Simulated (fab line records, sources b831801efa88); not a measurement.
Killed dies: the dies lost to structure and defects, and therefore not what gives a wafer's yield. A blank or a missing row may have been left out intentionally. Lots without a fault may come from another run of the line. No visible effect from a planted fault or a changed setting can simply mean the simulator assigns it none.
Which tool was responsible? / flow gf180mcu / 6 lots with 18 wafers sampled at 2 steps, on a route of 602 steps

== WHAT EACH GAUGE READ, for each wafer ==
GF_CONTACT_RS_MEAS_25: a four-point-probe measurement.
lot=L374; measured=day 16 10:04; on=film metro-02; CONTACT_W_RS (ohm/sq)=0.383 0.384 0.384
lot=L376; measured=day 17 00:26; on=film metro-03; CONTACT_W_RS (ohm/sq)=0.390 0.376 0.377
lot=L378; measured=day 17 20:05; on=film metro-01; CONTACT_W_RS (ohm/sq)=0.382 0.383 0.388
lot=L382; measured=day 19 15:38; on=film metro-02; CONTACT_W_RS (ohm/sq)=0.371 0.384 0.367
lot=L384; measured=day 20 15:49; on=film metro-03; CONTACT_W_RS (ohm/sq)=0.386 0.387 0.381
lot=L392; measured=day 23 05:38; on=film metro-01; CONTACT_W_RS (ohm/sq)=0.384 0.318 0.316

== TOOL THAT RAN EACH LOT (tool first, then ch and the chambers of the sampled wafers, then the start) ==
lot=L374; GF_CONTACT_CVD_24=cvd w-01 ch 0,1, day 16 09:58
lot=L376; GF_CONTACT_CVD_24=cvd w-02 ch 0,1, day 17 00:19
lot=L378; GF_CONTACT_CVD_24=cvd w-02 ch 0,1, day 17 19:59
lot=L382; GF_CONTACT_CVD_24=cvd w-02 ch 0,1, day 19 15:32
lot=L384; GF_CONTACT_CVD_24=cvd w-01 ch 0,1, day 20 15:43
lot=L392; GF_CONTACT_CVD_24=cvd w-01 ch 0,1, day 23 05:32
- GF_CONTACT_CVD_24: deposits W, target thk 300 nm, time 90.339 s.

== THE ANSWER, worked out from the rows above alone ==
Rule: what is usual is taken from the lots themselves. Put in order of their means at a reading, lots are off if they are a third of the lots or fewer, leave a main group of 4 or more, and stand apart from it by a gap of 3 or more times the standard deviation of the main group's means; of several such gaps the widest counts. If all means in a main group match to the digits the tables above print for the reading, that group is not used. A lot without any number at a reading at which 4 lots or more have one is off too. The other lots that the step has rows for count as sound.
Off: L392, at GF_CONTACT_RS_MEAS_25 (CONTACT_W_RS). Mean 0.382 ohm/sq and standard deviation 0.004 in the main group.
If a tool, at a process step before that reading, ran all the lots that are off and no sound lot after the first of them, it fits. Gauges at GF_CONTACT_RS_MEAS_25: tried the same way as those tools. 2 tools fit, cvd w-01 at GF_CONTACT_CVD_24 and film metro-01 at GF_CONTACT_RS_MEAS_25, so this cannot tell which one it is.

== WHAT WAS PUT IN BY THE SIMULATOR ==
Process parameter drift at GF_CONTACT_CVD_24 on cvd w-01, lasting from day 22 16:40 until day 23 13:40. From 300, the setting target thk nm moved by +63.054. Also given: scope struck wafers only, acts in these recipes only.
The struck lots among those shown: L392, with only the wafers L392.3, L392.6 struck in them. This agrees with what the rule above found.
